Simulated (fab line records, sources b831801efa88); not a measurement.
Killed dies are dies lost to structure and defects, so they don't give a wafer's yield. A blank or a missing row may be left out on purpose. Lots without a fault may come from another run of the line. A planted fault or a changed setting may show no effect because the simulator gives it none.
Which tool did it? | flow gf180mcu | 6 lots, 17 wafers sampled, at 3 steps of a route of 602

WHAT THE GAUGES READ, wafer by wafer
GF_M1_CD_MEAS_14: target cd 230 nm.
lot  | measured     | on        | cd_nm (nm)
L773 | day 17 13:00 | cd_sem-02 | 229.0 229.8 228.5
L775 | day 18 05:22 | cd_sem-01 | 229.9 229.6 230.8
L777 | day 19 02:25 | cd_sem-01 | 229.6 227.6 229.5
L779 | day 19 15:07 | cd_sem-01 | 229.4 230.8 229.9
L787 | day 22 13:25 | cd_sem-02 | 228.5 210.2
L789 | day 23 03:17 | cd_sem-02 | 230.7 230.6 230.4

WHICH TOOL RAN EACH LOT (tool, then ch and the chambers of the sampled wafers, then the start)
lot  | GF_VT_IMPLANT_RTA_45             | GF_M1_EXPOSE_11
L773 | rtp_anneal-01 ch 0, day 7 22:12  | krf_scanner-02 ch 0, day 17 01:48
L775 | rtp_anneal-01 ch 0, day 8 07:10  | krf_scanner-01 ch 0, day 17 17:46
L777 | rtp_anneal-02 ch 0, day 9 00:25  | krf_scanner-02 ch 0, day 18 14:26
L779 | rtp_anneal-01 ch 0, day 9 10:16  | krf_scanner-01 ch 0, day 19 03:01
L787 | rtp_anneal-02 ch 0, day 11 18:01 | krf_scanner-01 ch 0, day 22 01:58
L789 | rtp_anneal-01 ch 0, day 12 06:23 | krf_scanner-02 ch 0, day 22 16:15
- GF_VT_IMPLANT_RTA_45: time 30 s.
- GF_M1_EXPOSE_11: exposes mask Metal1, target cd 230 nm.

THE ANSWER, worked out from the rows above alone
Rule: what is usual is taken from the lots themselves. Put in order of their means at a reading, lots are off if they are a third of the lots or fewer, leave a main group of 4 or more, and stand apart from it by a gap of 3 or more times the standard deviation of the main group's means; of several such gaps the widest counts. A main group whose means are all the same, to the digits that the tables above print for the reading, isn't used. A lot without any number at a reading at which 4 lots or more have one is off too. The other lots that the step has rows for count as sound.
Off: L787, at GF_M1_CD_MEAS_14 (cd_nm). The main group: mean 229.7 nm, standard deviation 0.63.
A tool fits if, at a process step before that reading, it ran every lot that is off, and no sound lot after the first of them. The gauges at GF_M1_CD_MEAS_14 are tried like those tools. Can't be told from this: 2 tools fit, rtp_anneal-02 at GF_VT_IMPLANT_RTA_45, krf_scanner-01 at GF_M1_EXPOSE_11.

WHAT THE SIMULATOR HAD PUT IN
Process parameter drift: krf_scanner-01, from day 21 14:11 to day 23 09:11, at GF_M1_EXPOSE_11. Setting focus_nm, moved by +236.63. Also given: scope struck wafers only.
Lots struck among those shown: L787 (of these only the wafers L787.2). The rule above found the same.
